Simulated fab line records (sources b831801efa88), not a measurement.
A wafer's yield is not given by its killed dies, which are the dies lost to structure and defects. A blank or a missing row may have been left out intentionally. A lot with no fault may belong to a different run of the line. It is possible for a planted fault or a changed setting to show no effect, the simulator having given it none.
Matching of chambers || flow gf180mcu || 4 sister chambers for GF_V3_CMP_04 on cmp-02
The step polishes SiO2. 4 wafers are shown with their chamber, then 8 later ones without.

== WAFERS PAIRED WITH THEIR CHAMBERS ==
{"wafer": "L087.4", "chamber": 1, "motorCurrentA (A)": 11.9}
{"wafer": "L090.3", "chamber": 0, "motorCurrentA (A)": 12.8}
{"wafer": "L090.4", "chamber": 3, "motorCurrentA (A)": 15.5}
{"wafer": "L092.1", "chamber": 2, "motorCurrentA (A)": 13.0}

== WAFERS WHOSE CHAMBER IS MISSING ==
{"wafer": "L092.3", "motorCurrentA (A)": 13.6}
{"wafer": "L092.4", "motorCurrentA (A)": 11.6}
{"wafer": "L094.1", "motorCurrentA (A)": 12.8}
{"wafer": "L094.3", "motorCurrentA (A)": 12.0}
{"wafer": "L094.6", "motorCurrentA (A)": 16.2}
{"wafer": "L097.2", "motorCurrentA (A)": 12.0}
{"wafer": "L097.4", "motorCurrentA (A)": 12.7}
{"wafer": "L097.6", "motorCurrentA (A)": 14.1}

== EACH ONE'S CHAMBER ==
{"wafer": "L092.3", "from the rows above": "can't be placed: 2 or 0", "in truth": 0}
{"wafer": "L092.4", "from the rows above": "can't be placed: 1 or 0", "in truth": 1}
{"wafer": "L094.1", "from the rows above": "can't be placed: 0 or 2 or 1", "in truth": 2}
{"wafer": "L094.3", "from the rows above": "can't be placed: 1 or 0 or 2", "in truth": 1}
{"wafer": "L094.6", "from the rows above": 3, "in truth": 3}
{"wafer": "L097.2", "from the rows above": "can't be placed: 1 or 0 or 2", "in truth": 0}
{"wafer": "L097.4", "from the rows above": "can't be placed: 0 or 2 or 1", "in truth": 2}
{"wafer": "L097.6", "from the rows above": "can't be placed: 2 or 0 or 3", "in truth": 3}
1 of 8 placed correctly. Not placeable from these rows: 7 (in 7, the candidates include the true chamber). Wrongly placed: 0.
How it was worked out, from the rows above alone: a wafer's distance from a chamber is the root of the sum, over the readings, of the square of ((its reading less the chamber's mean) divided by the reading's scatter). The wafer belongs to the nearest chamber; if the next one is less than 2 further off, it can't be placed. A chamber's mean is the mean of its shown wafers. The scatter (one wafer shown for each chamber): square how far every hidden wafer sits from the nearest shown wafer, average those squares and take the square root.
